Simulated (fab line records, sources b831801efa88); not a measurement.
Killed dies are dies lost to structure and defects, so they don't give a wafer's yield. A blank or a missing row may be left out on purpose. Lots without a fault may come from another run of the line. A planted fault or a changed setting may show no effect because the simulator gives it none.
A struck lot beside a sound one | flow gf180mcu | 3 steps out of a route of 602
Sound: wafers L320.2, L320.4, L320.5. Struck: wafers L315.2, L315.3, L315.4. The cause comes at the end.
At each step with rows: each side's tool, then ch and its chambers, then its first start. Under that, the readings that differ: sound wafers | struck wafers | difference of the means | sigmas: that difference in standard deviations of wafers without a fault.
alike: readings whose means differ by less than 2 such deviations, and words and numbers that are the same on both sides. not compared: withheld readings, readings that some wafer has no value for, bounds like >300 that may hide the same value, and numbers for which the record gives no deviation and whose values overlap.
The two part at a step that has a row with sigmas, a row that says differs or no value, or rows on one side only. Numbers that don't overlap but have no deviation are shown without sigmas and don't part them. A reading that every wafer of one side lacks parts them only if that side has two wafers or more.

GF_STI_BOW_MEAS_00:
  sound on film_metro-02, day 5 04:01; struck on film_metro-02, day 4 03:01
  alike: INCOMING_BOW
GF_STI_OXIDATION_01: stabilise 600 s, purge 300 s, target thk 10 nm.
  sound on furnace-01 ch 0, day 5 04:07; struck on furnace-01, day 4 04:02
  no value came back on the struck wafers for ox_temp_c (C), ox_temp_c_max, purge_s (s), zone_power_bottom_pct (%); on the sound wafers ox_temp_c (C) reads 899.7 900.4 899.9
then, 1 step without rows for these wafers: GF_STI_CVD_03 (deposits Si3N4 from DCS/NH3, target thk 207.16 nm, time 3551 s).

WHERE THEY PART
Only at GF_STI_OXIDATION_01, within this record.

WHY: what the simulator had put in
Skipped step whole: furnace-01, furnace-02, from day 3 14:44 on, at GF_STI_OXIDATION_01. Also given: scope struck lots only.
